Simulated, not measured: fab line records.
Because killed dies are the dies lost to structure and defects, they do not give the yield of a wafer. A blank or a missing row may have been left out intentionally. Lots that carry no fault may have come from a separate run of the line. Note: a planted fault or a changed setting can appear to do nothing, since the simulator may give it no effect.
Comparing a struck lot with a sound one    flow sky130    29 steps out of a route of 708
Sound: the wafers L548.1, L548.4, L548.6. Struck: wafer L534.2 (L534.3, L534.6, from the same lot, were not struck and are left out); the cause is given at the end.
For every step that has rows: the tool of each side, followed by ch and its chambers, followed by its first start. Under that, the readings that differ: sound wafers    struck wafers    difference of the means    sigmas: that difference in standard deviations of wafers without a fault.
alike: words and numbers the same on both sides, and readings whose means are apart by under 2 such deviations; not compared: readings that were withheld, readings missing a value for some wafer, numbers with overlapping values and no deviation given by the record, and bounds like >300 which may hide the same value.
The two part at a step that has a row with sigmas, a row that says differs or no value, or rows on one side only. Non-overlapping numbers with no deviation appear without sigmas and do not part them. A reading that every wafer of one side lacks parts them only if that side has two wafers or more.

first, 6 steps without rows for these wafers: SKY_SD_N_IMPLANT_09; SKY_SD_N_IMPLANT_10; SKY_SD_N_STRIP_11 (strips in O2/N2); SKY_SD_N_CLEAN_13 (cleans in SC1/SC2, time 150 s); SKY_SD_N_RTA_14 (time 2 s); SKY_SALICIDE_CLEAN_00 (cleans in HF-last, time 30 s).
SKY_LI_CONTACT_HDPCVD_00: deposits PSG, target thk 930 nm, time 155 s.
  sound on hdpcvd-01 ch 0,1,2, day 35 11:47; struck on hdpcvd-02 ch 1, day 31 01:14
  alike: sih4 flow sccm
then, 21 steps without rows for these wafers: SKY_LI_CONTACT_CMP_02 (polishes PSG); SKY_LI_CONTACT_DEHYDRATE_04 (time 60 s); SKY_LI_CONTACT_HMDS_05 (prime time 60 s); SKY_LI_CONTACT_COAT_06 (resist thk 60 nm); SKY_LI_CONTACT_COAT_07 (resist thk 450 nm); SKY_LI_CONTACT_SOFTBAKE_08 (time 90 s); SKY_LI_CONTACT_EXPOSE_09 (exposes mask LICM1, target cd 170 nm); SKY_LI_CONTACT_PEB_10; SKY_LI_CONTACT_DEVELOP_11 (develop time 60 s); SKY_LI_CONTACT_ETCH_14 (etches BARC in N2/H2, stops on SiO2, time 45.9 s, target depth 60 nm); SKY_LI_CONTACT_ETCH_15 (etches PSG in C4F8/O2/Ar, stops on Si, target depth 600 nm); SKY_LI_CONTACT_STRIP_16 (strips in O2/N2); SKY_LI_CONTACT_CLEAN_17 (cleans in NMP, time 600 s); SKY_LI_CONTACT_PRE_CLEAN_18 (time 5.6 s); SKY_LI_CONTACT_SPUTTER_19 (material Ti, target thk 20 nm, time 106.37 s); SKY_LI_CONTACT_SPUTTER_20 (material TiN, target thk 20 nm, time 80 s); SKY_LI_CONTACT_CVD_21 (deposits W, target thk 400 nm, time 120.56 s); SKY_LI_CONTACT_CMP_24 (polishes, stops on PSG, t overpolish 20 s, target thk 0 nm); SKY_LOCAL_INTERCONNECT_SPUTTER_00 (material TiN, target thk 100 nm, time 83.3 s); SKY_LOCAL_INTERCONNECT_DEHYDRATE_03 (time 60 s); SKY_LOCAL_INTERCONNECT_HMDS_04 (prime time 60 s).
-- the record jumps here: 17 days lie between the struck wafers' starts before and after (it left off in module LOCAL_INTERCONNECT and takes up again in module PAD_OPEN, whose first step shown is number 708 of the route) --
SKY_PAD_OPEN_PROBE_99:
  sound on prober-02, day 50 21:54; struck on prober-01, day 47 23:01
reading              sound     struck  difference  sigmas
killed at contacts   32 28 19  50      +24         +5
killed at front end  18 16 17  7       -10         -2
  alike: killed_at_M0_to_M3, killed_at_M4_up, killed dies, killed open, killed short

WHERE THEY PART
Only at SKY_PAD_OPEN_PROBE_99, within this record.

WHY: the cause the simulator had injected
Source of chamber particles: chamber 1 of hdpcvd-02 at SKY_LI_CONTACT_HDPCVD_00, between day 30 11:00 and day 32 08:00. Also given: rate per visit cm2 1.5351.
